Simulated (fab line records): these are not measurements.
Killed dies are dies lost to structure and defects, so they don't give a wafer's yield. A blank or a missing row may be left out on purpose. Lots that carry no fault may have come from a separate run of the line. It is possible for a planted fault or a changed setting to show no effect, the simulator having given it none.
fab line records	flow gf180mcu
[record] lots = 13	wafers = 39	last_day = 34
route steps=602 shown STI@30 NWELL@49 SALICIDE@286 CONTACT@289
lots untouched by any fault: they come from a run of this same line in which no faults occurred
start_h: the number of hours between the record's first day and the start of the first shown wafer of the lot	wait_h: time in hours since the lot's previous step	" the same as in the row above	L1.1+2: a row that stands for several wafers	- no value, or no start was given	* or withheld: withheld	< > ~ a bound
route shown NAME@n: a module of which the file shows steps, and the number in the route of the first	usual: the fault-free wafers' mean and standard deviation	same: alike in all rows	chamber/n: place in a boat	sites: the reading at each site	_std_site: the standard deviation of these	_edge_site: outer sites' mean less inner sites'	radius_mm: for every site, how far away it sits from the centre of the wafer	mask NAME#n: copy n	behind: the most recent tool/chamber to have shaped the wafer	hold: why the lot was held/for how many hours/how that ended	device: transistor that didn't switch, given as n, p or np	end of line: the same wafers' tests at the end of the route	a step with no rows: only its recipe	killed: not the wafer's yield, but the dies lost to structure and defects at the first sort	map: dies across one wafer; x = killed, . = not, _ = none there
set.NAME: the setting as run; set.NAME@STEP: as run at that earlier step	model.NAME: the simulator's own value behind a step, which no gauge read
one table for each step of the route and one row for each wafer, over a sample of lots
services: from which hour (start_h, from the record's first day; less than 0 if before it) a tool's chamber was out of use, for how many hours, and why
[[steps]]
[step GF_STI_OXIDATION_29]
[recipe] temp_c = 900	ambient = O2	stabilise_s = 600	purge_s = 300	target_thk_a = 100	ox_time_s = 1418
[usual] ox_time_s = 1418/0	spike_tc_upper_C = 900.0/1.1
lot.wafer	tool	chamber	start_h	wait_h	ox_time_s	spike_tc_upper_C
L951.1	furnace-02	0	31.44	1.0	1418	901.0
L951.2	"	0	"	"	1418	899.2
L951.4	"	0	"	"	1418	900.9
L952.1	furnace-02	0	36.46	0.1	1418	899.9
L952.4	"	0	"	"	1418	900.8
L952.5	"	0	"	"	1418	901.0
L953.2	furnace-01	0	39.47	0.0	1418	898.9
L953.4	"	0	"	"	1418	899.2
L953.6	"	0	"	"	1418	898.3
L955.1	furnace-02	0	49.41	0.0	1418	900.8
L955.3	"	0	"	"	1418	902.1
L955.4	"	0	"	"	1418	899.4
L956.3	furnace-01	0	54.78	0.0	1418	899.5
L956.4	"	0	"	"	1418	898.7
L956.6	"	0	"	"	1418	898.8
L957.3	furnace-02	0	58.94	0.0	1418	902.2
L957.4	"	0	"	"	1418	901.5
L957.6	"	0	"	"	1418	901.0
L958.1	furnace-02	0	66.51	0.8	1418	899.8
L958.4	"	0	"	"	1418	898.8
L958.5	"	0	"	"	1418	901.7
L959.3	furnace-02	0	69.38	0.0	1418	901.2
L959.5	"	0	"	"	1418	900.0
L959.6	"	0	"	"	1418	900.7
L961.1	furnace-01	0	81.94	0.4	1418	898.2
L961.4	"	0	"	"	1418	898.9
L961.6	"	0	"	"	1418	901.2
L963.1	furnace-01	0	91.20	0.4	1418	901.7
L963.3	"	0	"	"	1418	900.3
L963.5	"	0	"	"	1418	899.9
L969.2	furnace-01	0	121.90	0.6	1701.6	899.5
L969.3	"	0	"	"	1701.6	898.1
L969.6	"	0	"	"	1701.6	899.8
L970.2	furnace-02	0	128.00	1.8	1418	899.4
L970.3	"	0	"	"	1418	900.1
L970.4	"	0	"	"	1418	902.0
L974.1	furnace-01	0	148.74	0.0	1701.6	901.7
L974.2	"	0	"	"	1701.6	899.1
L974.3	"	0	"	"	1701.6	898.1
[step GF_STI_THK_MEAS_30]
[recipe] reads = SiO2_of_STI_OXIDATION_29
[usual] STI_OXIDATION_02_THK = 10.09/0.16
lot.wafer	tool	chamber	start_h	wait_h	hold	STI_OXIDATION_02_THK[nm]
L951.1	film_metro-04	-	32.83	0.0	-	10.20
L951.2	"	-	"	"	-	10.31
L951.4	"	-	"	"	-	10.17
L952.1	film_metro-03	-	37.85	0.0	-	10.38
L952.4	"	-	"	"	-	10.30
L952.5	"	-	"	"	-	10.17
L953.2	film_metro-01	-	40.88	0.0	-	10.05
L953.4	"	-	"	"	-	9.80
L953.6	"	-	"	"	-	10.09
L955.1	film_metro-04	-	50.80	0.0	-	10.14
L955.3	"	-	"	"	-	10.27
L955.4	"	-	"	"	-	10.45
L956.3	film_metro-01	-	56.19	0.0	-	10.15
L956.4	"	-	"	"	-	10.08
L956.6	"	-	"	"	-	9.95
L957.3	film_metro-03	-	60.35	0.0	-	10.02
L957.4	"	-	"	"	-	10.22
L957.6	"	-	"	"	-	10.12
L958.1	film_metro-04	-	67.91	0.0	-	10.17
L958.4	"	-	"	"	-	9.90
L958.5	"	-	"	"	-	10.06
L959.3	film_metro-03	-	70.79	0.0	-	10.13
L959.5	"	-	"	"	-	10.04
L959.6	"	-	"	"	-	10.03
L961.1	film_metro-03	-	83.34	0.0	-	10.18
L961.4	"	-	"	"	-	10.28
L961.6	"	-	"	"	-	10.28
L963.1	film_metro-01	-	92.59	0.0	-	9.98
L963.3	"	-	"	"	-	9.90
L963.5	"	-	"	"	-	9.93
L969.2	film_metro-01	-	123.30	0.0	await_dispo/0.2h/release	11.30
L969.3	"	-	"	"	await_dispo/0.2h/release	11.40
L969.6	"	-	"	"	await_dispo/0.2h/release	11.42
L969.2	film_metro-01	-	123.53	0.2	-	11.32
L969.3	"	-	"	"	-	11.40
L969.6	"	-	"	"	-	11.38
L970.2	film_metro-01	-	129.41	0.0	-	9.87
L970.3	"	-	"	"	-	10.17
L970.4	"	-	"	"	-	9.98
L974.1	film_metro-03	-	150.13	0.0	await_dispo/0.2h/release	11.37
L974.2	"	-	"	"	await_dispo/0.2h/release	11.37
L974.3	"	-	"	"	await_dispo/0.2h/release	11.45
L974.1	film_metro-03	-	150.36	0.2	-	11.43
L974.2	"	-	"	"	-	11.40
L974.3	"	-	"	"	-	11.43
[step GF_NWELL_OVL_MEAS_07]
[usual] NWELL_OVL = 0.1/1.4
lot.wafer	tool	chamber	start_h	wait_h	NWELL_OVL[nm]
L951.1	overlay-01	-	58.58	-	0.1
L951.2	"	-	"	"	-1.0
L951.4	"	-	"	"	0.2
L952.1	overlay-01	-	63.23	-	-1.5
L952.4	"	-	"	"	1.5
L952.5	"	-	"	"	2.8
L953.2	overlay-01	-	66.92	-	-2.8
L953.4	"	-	"	"	0.1
L953.6	"	-	"	"	-2.6
L955.1	overlay-02	-	76.43	-	-1.8
L955.3	"	-	"	"	1.1
L955.4	"	-	"	"	-0.7
L956.3	overlay-02	-	82.89	-	-2.0
L956.4	"	-	"	"	-3.6
L956.6	"	-	"	"	-1.8
L957.3	overlay-02	-	86.76	-	0.0
L957.4	"	-	"	"	0.0
L957.6	"	-	"	"	0.3
L958.1	overlay-02	-	94.69	-	0.0
L958.4	"	-	"	"	1.1
L958.5	"	-	"	"	0.2
L959.3	overlay-01	-	98.82	-	0.9
L959.5	"	-	"	"	1.2
L959.6	"	-	"	"	1.9
L961.1	overlay-01	-	110.83	-	0.7
L961.4	"	-	"	"	0.8
L961.6	"	-	"	"	2.0
L963.1	overlay-01	-	121.03	-	1.6
L963.3	"	-	"	"	1.9
L963.5	"	-	"	"	1.4
L969.2	overlay-02	-	154.45	-	-0.4
L969.3	"	-	"	"	-1.1
L969.6	"	-	"	"	0.5
L970.2	overlay-02	-	160.55	-	-0.8
L970.3	"	-	"	"	-1.8
L970.4	"	-	"	"	0.6
L974.1	overlay-01	-	182.54	-	2.3
L974.2	"	-	"	"	-0.9
L974.3	"	-	"	"	0.5
[step GF_SALICIDE_RTA_08]
[recipe] temp_c = 800	time_s = 30	ambient = N2
[usual] lamp_power_pct = 18.4/0.5	wafer_temp_C_max = 804.6/1.9
lot.wafer	tool	chamber	start_h	wait_h	lamp_power_pct	wafer_temp_C_max
L951.1	rtp_anneal-01	0	346.32	0.0	17.9	806.8
L951.2	"	0	"	"	17.9	805.7
L951.4	"	0	"	"	17.9	804.9
L952.1	rtp_anneal-01	0	351.78	0.0	17.9	804.2
L952.4	"	0	"	"	17.9	806.3
L952.5	"	0	"	"	17.9	806.1
L953.2	rtp_anneal-01	0	358.39	0.0	17.9	807.6
L953.4	"	0	"	"	17.9	805.8
L953.6	"	0	"	"	17.9	805.1
L955.1	rtp_anneal-01	0	372.59	0.0	17.9	805.3
L955.3	"	0	"	"	17.9	805.5
L955.4	"	0	"	"	17.9	805.0
L956.3	rtp_anneal-02	0	384.52	0.0	18.9	802.3
L956.4	"	0	"	"	18.9	803.2
L956.6	"	0	"	"	18.9	802.9
L957.3	rtp_anneal-01	0	391.95	0.1	17.9	805.9
L957.4	"	0	"	"	17.9	805.2
L957.6	"	0	"	"	17.9	806.4
L958.1	rtp_anneal-02	0	406.58	0.0	18.9	802.8
L958.4	"	0	"	"	18.9	803.0
L958.5	"	0	"	"	18.9	802.8
L959.3	rtp_anneal-02	0	407.71	0.0	18.9	802.2
L959.5	"	0	"	"	18.9	803.4
L959.6	"	0	"	"	18.9	803.1
L961.1	rtp_anneal-02	0	429.89	0.0	18.9	803.2
L961.4	"	0	"	"	18.9	803.1
L961.6	"	0	"	"	18.9	803.4
L963.1	rtp_anneal-01	0	446.89	0.0	17.9	805.7
L963.3	"	0	"	"	17.9	804.6
L963.5	"	0	"	"	17.9	808.5
L969.2	rtp_anneal-01	0	500.36	0.0	17.9	805.5
L969.3	"	0	"	"	17.9	807.8
L969.6	"	0	"	"	17.9	806.5
L970.2	rtp_anneal-02	0	509.28	0.0	18.9	801.9
L970.3	"	0	"	"	18.9	802.5
L970.4	"	0	"	"	18.9	801.9
L974.1	rtp_anneal-01	0	541.14	0.0	17.9	804.9
L974.2	"	0	"	"	17.9	805.4
L974.3	"	0	"	"	17.9	805.6
[step GF_CONTACT_CVD_02]
[recipe] material = SiO2	target_thk_nm = 860	precursor = TEOS	temp_c = 400	time_s = 95.992	rf_w = 600
[usual] heater_power_w = 638/88
lot.wafer	tool	chamber	start_h	wait_h	heater_power_w	since_wet_clean_h
L951.1	pecvd-03	0	346.52	0.1	630	380
L951.2	"	1	"	"	688	380
L951.4	"	2	"	"	499	-
L952.1	pecvd-04	1	352.07	0.1	542	594
L952.4	"	1	"	"	570	-
L952.5	"	0	"	"	592	-
L953.2	pecvd-02	0	358.58	0.0	609	823
L953.4	"	1	"	"	735	-
L953.6	"	2	"	"	557	-
L955.1	pecvd-04	0	372.80	0.1	560	615
L955.3	"	1	"	"	566	615
L955.4	"	0	"	"	615	-
L956.3	pecvd-03	1	384.71	0.0	620	418
L956.4	"	0	"	"	662	-
L956.6	"	2	"	"	517	-
L957.3	pecvd-03	2	392.19	0.0	612	426
L957.4	"	2	"	"	644	-
L957.6	"	0	"	"	668	-
L958.1	pecvd-02	0	406.79	0.1	659	24
L958.4	"	1	"	"	891	-
L958.5	"	0	"	"	537	-
L959.3	pecvd-03	0	407.88	0.0	639	442
L959.5	"	2	"	"	511	-
L959.6	"	1	"	"	603	-
L961.1	pecvd-02	1	430.09	0.1	750	47
L961.4	"	0	"	"	591	-
L961.6	"	1	"	"	822	-
L963.1	pecvd-02	2	447.09	0.1	720	64
L963.3	"	1	"	"	861	64
L963.5	"	0	"	"	661	-
L969.2	pecvd-03	2	500.55	0.0	644	534
L969.3	"	0	"	"	643	534
L969.6	"	1	"	"	680	-
L970.2	pecvd-03	2	509.46	0.0	603	543
L970.3	"	1	"	"	609	543
L970.4	"	0	"	"	518	-
L974.1	pecvd-04	0	541.38	0.1	605	783
L974.2	"	2	"	"	641	783
L974.3	"	2	"	"	662	-
[[services]]
tool	chamber	start_h	hours	kind
furnace-01	-	7.48	3.7	pm
pecvd-03	-	11.27	1.8	repair
pecvd-03	1	12.66	10.8	repair
pecvd-02	-	13.67	1.1	repair
furnace-02	-	16.02	3.1	pm
furnace-01	-	31.51	2.7	pm
pecvd-02	-	60.69	1.2	repair
pecvd-03	-	76.21	1.3	repair
pecvd-02	1	131.97	5.3	repair
furnace-02	-	155.78	3.2	pm
pecvd-03	-	177.14	2.8	pm
rtp_anneal-02	-	189.72	5.7	pm
pecvd-02	-	199.97	1.4	repair
furnace-01	-	200.38	4.1	pm
rtp_anneal-01	-	229.31	4.9	pm
furnace-02	-	297.12	4.8	pm
furnace-01	-	318.81	7.7	repair
furnace-02	-	327.58	3.2	pm
furnace-01	-	368.07	3.6	pm
furnace-02	-	374.51	6.7	pm
pecvd-03	2	376.00	5.1	repair
pecvd-03	1	437.47	18.2	repair
furnace-02	-	491.78	3.9	pm
furnace-01	-	535.36	3.2	pm
[[key]]
[first_sign] step = GF_STI_OXIDATION_29	reading = ox_time_s	direction = up	sigmas = 99+	usual = *	struck = *
[effect] step = GF_STI_THK_MEAS_30	reading = visit	direction = added
[effect] step = GF_STI_THK_MEAS_30	reading = STI_OXIDATION_02_THK	direction = up	sigmas = 8.2	usual = 10.09	struck = 11.39
met_at GF_STI_OXIDATION_29
struck_lots L969,L974
tester_left_out L969,L974
not_acting_at GF_NWELL_OVL_MEAS_07,GF_SALICIDE_RTA_08,GF_CONTACT_CVD_02
onset_between 91.20 121.90
[fault] kind = process_parameter_drift	tool = furnace-01	chamber = -	onset_h = 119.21	steps = GF_STI_OXIDATION_29	channel = ox_time_s	offset = *	shape = step	end_h = 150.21	acts_in = *	stated = *
// tester_left_out: of these lots the tester's yield and bins aren't shown, on N5 and GAA mostly nor the transistor test; their killed dies are dies lost to structure and defects alone, not to doping, threshold or leakage, so they don't give the yield
